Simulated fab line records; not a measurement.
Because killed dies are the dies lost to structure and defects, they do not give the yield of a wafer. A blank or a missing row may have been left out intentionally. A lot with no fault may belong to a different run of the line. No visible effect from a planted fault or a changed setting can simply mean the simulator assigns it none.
Which of the tools did it? / flow gf180mcu / 39 wafers from 13 lots sampled at 4 of the route's 602 steps

## WHAT THE GAUGES READ, wafer by wafer
GF_V5_BOW_MEAS_05.
lot=L542; measured=day 26 19:31; on=film metro-04; V5_BOW (um)=131 132 123
lot=L543; measured=day 26 23:25; on=film metro-04; V5_BOW (um)=114 105 125
lot=L544; measured=day 27 11:31; on=film metro-04; V5_BOW (um)=118 124 120
lot=L545; measured=day 27 16:17; on=film metro-04; V5_BOW (um)=128 128 125
lot=L546; measured=day 27 19:22; on=film metro-04; V5_BOW (um)=130 134 132
lot=L547; measured=day 28 06:12; on=film metro-01; V5_BOW (um)=133 124 143
lot=L549; measured=day 28 20:05; on=film metro-03; V5_BOW (um)=128 141 121
lot=L550; measured=day 29 05:01; on=film metro-04; V5_BOW (um)=129 133 134
lot=L551; measured=day 29 15:20; on=film metro-03; V5_BOW (um)=158 158 158
lot=L552; measured=day 29 19:18; on=film metro-03; V5_BOW (um)=139 136 149
lot=L556; measured=day 30 20:28; on=film metro-03; V5_BOW (um)=118 127 133
lot=L557; measured=day 31 06:47; on=film metro-03; V5_BOW (um)=133 133 140
lot=L563; measured=day 33 01:07; on=film metro-03; V5_BOW (um)=134 137 139

GF_PASSIVATION_BOW_MEAS_14.
lot=L542; measured=day 29 10:01; on=film metro-01; PASSIVATION_BOW (um)=136 136 127
lot=L543; measured=day 29 13:55; on=film metro-03; PASSIVATION_BOW (um)=119 110 131
lot=L544; measured=day 30 01:46; on=film metro-03; PASSIVATION_BOW (um)=115 122 118
lot=L545; measured=day 30 05:39; on=film metro-03; PASSIVATION_BOW (um)=135 133 132
lot=L546; measured=day 30 08:52; on=film metro-01; PASSIVATION_BOW (um)=138 140 139
lot=L547; measured=day 30 18:18; on=film metro-03; PASSIVATION_BOW (um)=137 125 146
lot=L549; measured=day 31 07:51; on=film metro-02; PASSIVATION_BOW (um)=121 135 115
lot=L550; measured=day 31 16:32; on=film metro-01; PASSIVATION_BOW (um)=133 134 136
lot=L551; measured=day 32 01:01; on=film metro-02; PASSIVATION_BOW (um)=154 154 154
lot=L552; measured=day 32 05:14; on=film metro-01; PASSIVATION_BOW (um)=146 141 156
lot=L556; measured=day 33 02:52; on=film metro-01; PASSIVATION_BOW (um)=124 134 139
lot=L557; measured=day 33 12:01; on=film metro-02; PASSIVATION_BOW (um)=133 133 140
lot=L563; measured=day 35 02:25; on=film metro-03; PASSIVATION_BOW (um)=138 145 145

## TOOL THAT RAN EACH LOT (tool first, then ch and the chambers of the sampled wafers, then the start)
lot=L542; GF_V4_SPUTTER_22=pvd sputter-02, day 24 23:56; GF_V5_SPUTTER_22=pvd sputter-03, day 27 16:35
lot=L543; GF_V4_SPUTTER_22=pvd sputter-02, day 25 02:50; GF_V5_SPUTTER_22=pvd sputter-03, day 27 20:29
lot=L544; GF_V4_SPUTTER_22=pvd sputter-03, day 25 14:20; GF_V5_SPUTTER_22=pvd sputter-01, day 28 07:59
lot=L545; GF_V4_SPUTTER_22=pvd sputter-04, day 25 20:13; GF_V5_SPUTTER_22=pvd sputter-04, day 28 12:58
lot=L546; GF_V4_SPUTTER_22=pvd sputter-04, day 25 23:44; GF_V5_SPUTTER_22=pvd sputter-04, day 28 15:57
lot=L547; GF_V4_SPUTTER_22=pvd sputter-03, day 26 10:34; GF_V5_SPUTTER_22=pvd sputter-04, day 29 01:59
lot=L549; GF_V4_SPUTTER_22=pvd sputter-04, day 27 02:23; GF_V5_SPUTTER_22=pvd sputter-01, day 29 15:20
lot=L550; GF_V4_SPUTTER_22=pvd sputter-03, day 27 11:01; GF_V5_SPUTTER_22=pvd sputter-04, day 30 00:34
lot=L551; GF_V4_SPUTTER_22=pvd sputter-04, day 27 22:19; GF_V5_SPUTTER_22=pvd sputter-03, day 30 11:03
lot=L552; GF_V4_SPUTTER_22=pvd sputter-02, day 28 02:45; GF_V5_SPUTTER_22=pvd sputter-04, day 30 14:25
lot=L556; GF_V4_SPUTTER_22=pvd sputter-02, day 29 04:56; GF_V5_SPUTTER_22=pvd sputter-03, day 31 14:38
lot=L557; GF_V4_SPUTTER_22=pvd sputter-04, day 29 16:25; GF_V5_SPUTTER_22=pvd sputter-01, day 32 00:50
lot=L563; GF_V4_SPUTTER_22=pvd sputter-03, day 31 12:20; GF_V5_SPUTTER_22=pvd sputter-04, day 33 17:11
- GF_V4_SPUTTER_22: material TiN, target thk 10 nm, time 40 s.
- GF_V5_SPUTTER_22: material TiN, target thk 10 nm, time 40 s.

## AS READ BY THE TOOLS THEMSELVES (means over the sampled wafers that have a number; for cases with no such wafer, the mark the record gives instead)
GF_V4_SPUTTER_22.
lot=L542; tool=pvd sputter-02; throttle valve pct (%)=30.1
lot=L543; tool=pvd sputter-02; throttle valve pct (%)=30.5
lot=L544; tool=pvd sputter-03; throttle valve pct (%)=29.0
lot=L545; tool=pvd sputter-04; throttle valve pct (%)=30.6
lot=L546; tool=pvd sputter-04; throttle valve pct (%)=32.3
lot=L547; tool=pvd sputter-03; throttle valve pct (%)=29.0
lot=L549; tool=pvd sputter-04; throttle valve pct (%)=31.4
lot=L550; tool=pvd sputter-03; throttle valve pct (%)=29.6
lot=L551; tool=pvd sputter-04; throttle valve pct (%)=30.3
lot=L552; tool=pvd sputter-02; throttle valve pct (%)=30.0
lot=L556; tool=pvd sputter-02; throttle valve pct (%)=30.0
lot=L557; tool=pvd sputter-04; throttle valve pct (%)=30.3
lot=L563; tool=pvd sputter-03; throttle valve pct (%)=28.9

GF_V5_SPUTTER_22.
lot=L542; tool=pvd sputter-03; throttle valve pct (%)=29.0
lot=L543; tool=pvd sputter-03; throttle valve pct (%)=28.5
lot=L544; tool=pvd sputter-01; throttle valve pct (%)=30.2
lot=L545; tool=pvd sputter-04; throttle valve pct (%)=32.4
lot=L546; tool=pvd sputter-04; throttle valve pct (%)=31.1
lot=L547; tool=pvd sputter-04; throttle valve pct (%)=31.4
lot=L549; tool=pvd sputter-01; throttle valve pct (%)=30.8
lot=L550; tool=pvd sputter-04; throttle valve pct (%)=31.3
lot=L551; tool=pvd sputter-03; throttle valve pct (%)=29.7
lot=L552; tool=pvd sputter-04; throttle valve pct (%)=30.7
lot=L556; tool=pvd sputter-03; throttle valve pct (%)=29.1
lot=L557; tool=pvd sputter-01; throttle valve pct (%)=29.8
lot=L563; tool=pvd sputter-04; throttle valve pct (%)=30.2

## THE ANSWER, worked out from the rows above alone
Rule: the usual values come from the lots themselves. The widest of any qualifying gaps counts: lots, ordered by their means at a reading, are off when they make up no more than a third of the lots, leave a main group of 4 or more, and stand apart from it by 3 or more times the standard deviation of that group's means. Not used: any main group whose means are identical at the precision the tables above print for the reading. A lot without any number at a reading at which 4 lots or more have one is off too. Where the step has rows for the other lots, those lots are counted as sound. Order of review: gauges by route order, followed by the tools' own readings, for which a lot's mean as printed above is used. The first step at which some lot is off is used, and at that step the reading that is off furthest; a lot without a number counts as furthest.
No lot is off on any of the readings shown, so nothing can be concluded from this.

## WHAT THE SIMULATOR PUT IN
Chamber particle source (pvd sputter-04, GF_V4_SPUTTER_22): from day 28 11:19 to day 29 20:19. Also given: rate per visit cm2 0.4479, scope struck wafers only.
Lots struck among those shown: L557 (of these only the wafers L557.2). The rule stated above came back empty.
